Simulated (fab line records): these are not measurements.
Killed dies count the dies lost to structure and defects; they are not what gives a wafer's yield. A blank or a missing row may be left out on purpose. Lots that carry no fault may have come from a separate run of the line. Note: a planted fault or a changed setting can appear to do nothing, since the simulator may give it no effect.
Which of the tools did it? | flow sky130 | 12 lots, 36 wafers sampled, at 2 steps of a route of 708

## WHAT THE GAUGES READ, wafer by wafer
SKY_VIA3_OVL_MEAS_13. Usual: VIA3_OVL 1 nm, standard deviation 4.8.
lot  | measured     | on         | VIA3_OVL (nm) | flag
L267 | day 40 07:57 | overlay-01 | 3 -5 2        | 
L268 | day 40 21:12 | overlay-02 | -6 0 -8       | 
L269 | day 41 12:25 | overlay-01 | 4 -2 6        | 
L271 | day 41 21:46 | overlay-02 | -5 6 -6       | 
L277 | day 43 06:41 | overlay-01 | 0 10 5        | 
L279 | day 43 19:37 | overlay-01 | 0 2 5         | 
L283 | day 45 02:10 | overlay-02 | 9 6 7         | 
L284 | day 45 08:56 | overlay-02 | 0 4 0         | 
L285 | day 45 09:19 | overlay-01 | 0 -1 7        | 
L286 | day 45 17:47 | overlay-02 | 0 -4 -2       | 
L287 | day 45 20:13 | overlay-02 | 5 1 3         | 
L288 | day 45 23:41 | overlay-02 | -2 -10 -11    | 

## TOOL THAT RAN EACH LOT (tool first, then ch and the chambers of the sampled wafers, then the start)
lot  | SKY_VIA3_SOFTBAKE_08
L267 | lithoTrack-04 ch 0, day 39 19:00
L268 | lithoTrack-03 ch 0, day 40 08:00
L269 | lithoTrack-02 ch 0, day 40 23:00
L271 | lithoTrack-04 ch 0, day 41 09:00
L277 | lithoTrack-02 ch 0, day 42 19:00
L279 | lithoTrack-02 ch 0, day 43 07:00
L283 | lithoTrack-03 ch 0, day 44 15:00
L284 | lithoTrack-04 ch 0, day 44 21:00
L285 | lithoTrack-03 ch 0, day 44 22:00
L286 | lithoTrack-03 ch 0, day 45 06:00
L287 | lithoTrack-04 ch 0, day 45 09:00
L288 | lithoTrack-03 ch 0, day 45 12:00
- SKY_VIA3_SOFTBAKE_08: time 90 s.

## AS READ BY THE TOOLS THEMSELVES (means over the sampled wafers that have a number; for cases with no such wafer, the mark the record gives instead)
SKY_VIA3_SOFTBAKE_08. Usual: heaterPowerTotalW 57.36 W, standard deviation 0.11; plateTempC 99.99 C, standard deviation 0.12; resistLineTempC 23.00 C, standard deviation 0.11; runLengthS 119.05 s, standard deviation 0.21.
lot  | tool          | heaterPowerTotalW (W) | plateTempC (C) | resistLineTempC (C) | runLengthS (s) | flag
L267 | lithoTrack-04 | 57.31                 | 99.96          | 22.96               | 118.84         | 
L268 | lithoTrack-03 | 57.41                 | 99.97          | 23.10               | 119.17         | 
L269 | lithoTrack-02 | 57.25                 | 100.02         | 22.80               | 118.87         | 
L271 | lithoTrack-04 | 57.43                 | 100.03         | 22.81               | 118.82         | 
L277 | lithoTrack-02 | 58.85                 | -              | 23.11               | 112.33         | OFF
L279 | lithoTrack-02 | 58.86                 | -              | 23.06               | 112.28         | OFF
L283 | lithoTrack-03 | 57.37                 | 100.00         | 23.07               | 119.21         | 
L284 | lithoTrack-04 | 57.43                 | 100.01         | 22.96               | 118.91         | 
L285 | lithoTrack-03 | 57.44                 | 99.72          | 23.07               | 119.18         | 
L286 | lithoTrack-03 | 57.37                 | 99.94          | 23.10               | 119.18         | 
L287 | lithoTrack-04 | 57.42                 | 99.86          | 23.04               | 118.91         | 
L288 | lithoTrack-03 | 57.44                 | 99.97          | 22.88               | 119.26         | 

## THE ANSWER, worked out from the rows above alone
Rule: lot off if the mean of its wafers having a number is beyond 3 standard deviations from the usual mean. Also off: a lot with no number at a reading for which 4 or more lots have one. The other lots that the step has rows for count as sound. After the gauges, taken in route order, come the tools' own readings; for these a lot's mean is taken, as printed above. The first step at which some lot is off is used, and at that step the reading that is off furthest; a lot without a number counts as furthest.
Off: L277, L279, at SKY_VIA3_SOFTBAKE_08 (plateTempC). Without a number there: L277, L279.
If a tool, at that step or one of the process steps before it, ran each lot that is off and ran no sound lot following the first of them, it fits. One candidate fits, namely lithoTrack-02 at SKY_VIA3_SOFTBAKE_08. A fault onset in the window from L269 (day 40 23:00, its last sound lot) to L277 (day 42 19:00, its first lot off) fits.
The tool's own readings at SKY_VIA3_SOFTBAKE_08 bear it out: on the lots that are off they differ by more than 5 times the standard deviation of the sound lots' means. heaterPowerTotalW reads 58.86 W there against 57.39 W on the sound lots; runLengthS reads 112.31 s there against 119.03 s on the sound lots.
Blank at SKY_VIA3_SOFTBAKE_08 on the lots that are off, where sound lots have numbers: plateTempC.

## WHAT THE SIMULATOR HAD INSERTED
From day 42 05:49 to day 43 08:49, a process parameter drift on lithoTrack-02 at SKY_VIA3_SOFTBAKE_08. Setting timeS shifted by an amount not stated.
Struck lots among those shown: L277, L279. This agrees with what the rule above found.
